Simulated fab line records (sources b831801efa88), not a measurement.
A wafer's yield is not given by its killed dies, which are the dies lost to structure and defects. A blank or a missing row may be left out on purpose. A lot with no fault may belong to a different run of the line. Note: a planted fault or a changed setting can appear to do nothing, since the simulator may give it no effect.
Lot-split experiment + flow gf180mcu + route with 602 steps; 5 lots, 23 wafers read

SPLIT DETAILS
At GF_M2_SPUTTER_02 (material AlCu, target thk 450 nm, time 23.9 s), the setting powerW was moved away from the recipe's 10600 W on 7 of the 23 wafers read, by -6.9% to +9.8%. This setting was run at the recipe's value on the other wafers.

FROM THE SPLIT TO THE READING: what the file shows between them, 3 steps
- GF_M2_SPUTTER_03: material Ti, target thk 10 nm, time 6.7 s
- GF_M2_SPUTTER_04: material TiN, target thk 50 nm, time 41.7 s
- GF_M2_RS_MEAS_05: measures by four-point-probe

THE READING
M2_ALCU_THK, in nm, at GF_M2_THK_MEAS_06 (measures by xrf). Typical for fault-free wafers on this fab line: 450 nm, with standard deviation 4.3 nm.

| wafer  | tool, chamber at the split | powerW as run, W | against the recipe | M2_ALCU_THK, nm | against lot-mates on the recipe |
|--------|----------------------------|------------------|--------------------|-----------------|---------------------------------|
| L076.1 | pvdSputter-04, -           | 10600            | recipe             | 444             | -                               |
| L076.2 | pvdSputter-04, -           | 10600            | recipe             | 452             | -                               |
| L076.3 | pvdSputter-04, -           | 10600            | recipe             | 444             | -                               |
| L076.4 | pvdSputter-04, -           | 10600            | recipe             | 450             | -                               |
| L076.6 | pvdSputter-04, -           | 10600            | recipe             | 451             | -                               |
| L079.2 | pvdSputter-04, -           | 10600            | recipe             | 455             | -                               |
| L079.4 | pvdSputter-04, -           | 10600            | recipe             | 453             | -                               |
| L079.5 | pvdSputter-04, -           | 10600            | recipe             | 455             | -                               |
| L081.1 | pvdSputter-01, -           | 10600            | recipe             | 456             | -                               |
| L081.2 | pvdSputter-01, -           | 10600            | recipe             | 450             | -                               |
| L081.3 | pvdSputter-01, -           | 10600            | recipe             | 454             | -                               |
| L081.4 | pvdSputter-01, -           | 9871             | -6.9%              | 426             | -27                             |
| L081.6 | pvdSputter-01, -           | 9871             | -6.9%              | 424             | -29                             |
| L080.1 | pvdSputter-01, -           | 10600            | recipe             | 449             | -                               |
| L080.2 | pvdSputter-01, -           | 10600            | recipe             | 448             | -                               |
| L080.3 | pvdSputter-01, -           | 11420            | +7.7%              | 486             | +36                             |
| L080.5 | pvdSputter-01, -           | 11420            | +7.7%              | 489             | +39                             |
| L080.6 | pvdSputter-01, -           | 10600            | recipe             | 452             | -                               |
| L083.1 | pvdSputter-03, -           | 11640            | +9.8%              | 492             | +45                             |
| L083.2 | pvdSputter-03, -           | 10600            | recipe             | 445             | -                               |
| L083.4 | pvdSputter-03, -           | 10600            | recipe             | 449             | -                               |
| L083.5 | pvdSputter-03, -           | 11640            | +9.8%              | 492             | +45                             |
| L083.6 | pvdSputter-03, -           | 11640            | +9.8%              | 495             | +48                             |

THE FIT
A straight line over all 23 wafers: M2_ALCU_THK changes by +4.28 nm for each +1% of powerW; r = +0.98; the points scatter about the line by 3.7 nm.
The same after taking each lot's own level away (the mean of its wafers on the recipe; 23 wafers): +4.59 nm for each +1%; r = +0.99; scatter 2.6 nm.
The reading moves by 45 nm for the largest change in powerW, on that fit.
Measured against the standard deviation above, the lots' own levels, which go from 447.0 to 454.3 nm, span 1.7 times it.
The two slopes are in agreement: the lot-to-lot level therefore moves the slope only a little.
Check: for one of the wafers moved furthest among these (+9.8%), held out of the fit, the line's prediction against its lot-mates is +45.8 nm. Against them it came out at +45 nm.

ADDITIONAL SPLITS CARRIED BY THESE WAFERS
Note: prior to the reading, these wafers also went through further splits. Each is held against what the fit with the lots' levels taken away leaves over:
| other split on the same wafers    | wafers away from the commonest value | r with M2_ALCU_THK (lot level and that fit taken away) |
|-----------------------------------|--------------------------------------|--------------------------------------------------------|
| GF_CONTACT_CMP_04 leaveAboveRefNm | 7                                    | -0.08                                                  |
| GF_CONTACT_EXPOSE_11 doseMj       | 7                                    | -0.08                                                  |
| GF_CONTACT_SPUTTER_22 powerW      | 10                                   | -0.10                                                  |
| GF_M1_PEB_12 pebTimeS             | 6                                    | +0.10                                                  |
| GF_V1_COAT_09 resistThkNm         | 6                                    | -0.15                                                  |
| GF_V1_CMP_26 tOverpolishS         | 9                                    | +0.12                                                  |

THE WHOLE CHAIN: every reading that the file lists as answering this split, in the file's order
| step              | what it does                                  | reading                                                                      | change (the file's fit)               | r (the file's) |
|-------------------|-----------------------------------------------|------------------------------------------------------------------------------|---------------------------------------|----------------|
| GF_M2_SPUTTER_02  | material AlCu, target thk 450 nm, time 23.9 s | AlCu_of_M2_SPUTTER_02.thkNm (the simulator's own value, which no gauge read) | +4.58 nm for each +1% of the setting  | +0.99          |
| GF_M2_RS_MEAS_05  | measures by four-point-probe                  | M2_ALCU_RS                                                                   | -0.000689 for each +1% of the setting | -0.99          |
| GF_M2_THK_MEAS_06 | measures by xrf                               | M2_ALCU_THK                                                                  | +4.58 for each +1% of the setting     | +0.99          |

THE FILE'S OWN FIT
M2_ALCU_THK changes by +4.58 nm for each +1% of powerW, r = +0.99.
